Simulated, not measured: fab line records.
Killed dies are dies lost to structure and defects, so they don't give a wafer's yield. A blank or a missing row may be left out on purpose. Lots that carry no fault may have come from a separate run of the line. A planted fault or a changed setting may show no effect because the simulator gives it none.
A struck lot beside a sound one / flow gf180mcu / 14 steps out of a route of 602
Sound: the wafers L792.1, L792.3, L792.5. Wafers struck: L787.1, L787.3, L787.6. Last of all comes the cause.
Per side, at each step with rows, come the tool, then ch with its chambers, and then its first start. Under that, the readings that differ: sound wafers / struck wafers / difference of the means / sigmas: that difference in standard deviations of wafers without a fault.
alike: readings with means less than 2 such deviations apart, plus words and numbers identical on both sides. not compared: withheld readings, readings lacking a value on some wafer, bounds such as >300 that could conceal the same value, and numbers that have no deviation in the record and whose values overlap.
A row with sigmas, a row that says differs or no value, or rows on one side alone: a step with any of these is where the two part. When numbers do not overlap yet have no deviation, they are printed without sigmas and do not part them. A reading that every wafer of one side lacks parts them only if that side has two wafers or more.

first, 2 steps without rows for these wafers: GF_MVSD_PEB_05; GF_MVSD_DEVELOP_06 (develop time 60 s).
GF_MVSD_OVL_MEAS_07:
  sound: overlay-02 at day 9 08:44; struck: overlay-02 at day 8 08:23
reading=MVSD_OVL (nm); sound=-1.7 -2.7 -1.1; struck=0.8 1.2 0.4; difference=+2.6; sigmas=+2
then, 2 steps without rows for these wafers: GF_MVSD_IMPLANT_08; GF_MVSD_IMPLANT_09.
GF_MVSD_STRIP_10: strips in O2/N2.
  sound on plasmaAsher-04 ch 0,1, day 9 09:04; struck on plasmaAsher-01 ch 1, day 8 08:43
  alike: drypumpMotorCurrentA, heaterPowerW, oesProductAu, stripTimeToEndpointS
  not compared: rfHoursCounterH
GF_MVSD_TW_MEAS_11:
  sound: filmMetro-04 at day 9 09:10; struck: filmMetro-02 at day 8 08:49
  alike: MVSD_TW
then, 5 steps without rows for these wafers: GF_MVPSD_DEHYDRATE_00 (time 60 s); GF_MVPSD_HMDS_01 (prime time 60 s); GF_MVPSD_COAT_02 (resist thk 3000 nm); GF_MVPSD_SOFTBAKE_03; GF_MVPSD_EXPOSE_04 (exposes mask MVPSD, target cd 1000 nm).
GF_MVPSD_PEB_05:
  struck on lithoTrack-01, day 9 01:00; sound on lithoTrack-04 ch 0, day 10 01:00
  no value came back on the struck wafers for chillPlateTempC (C), exhaustPa (Pa); on the sound wafers chillPlateTempC (C) reads 23.14 22.89 23.07
then, 1 step without rows for these wafers: GF_MVPSD_DEVELOP_06 (develop time 60 s).

## WHERE THEY PART
At GF_MVSD_OVL_MEAS_07 first; at GF_MVPSD_PEB_05 last (within this record only).

WHY: what had been put in by the simulator
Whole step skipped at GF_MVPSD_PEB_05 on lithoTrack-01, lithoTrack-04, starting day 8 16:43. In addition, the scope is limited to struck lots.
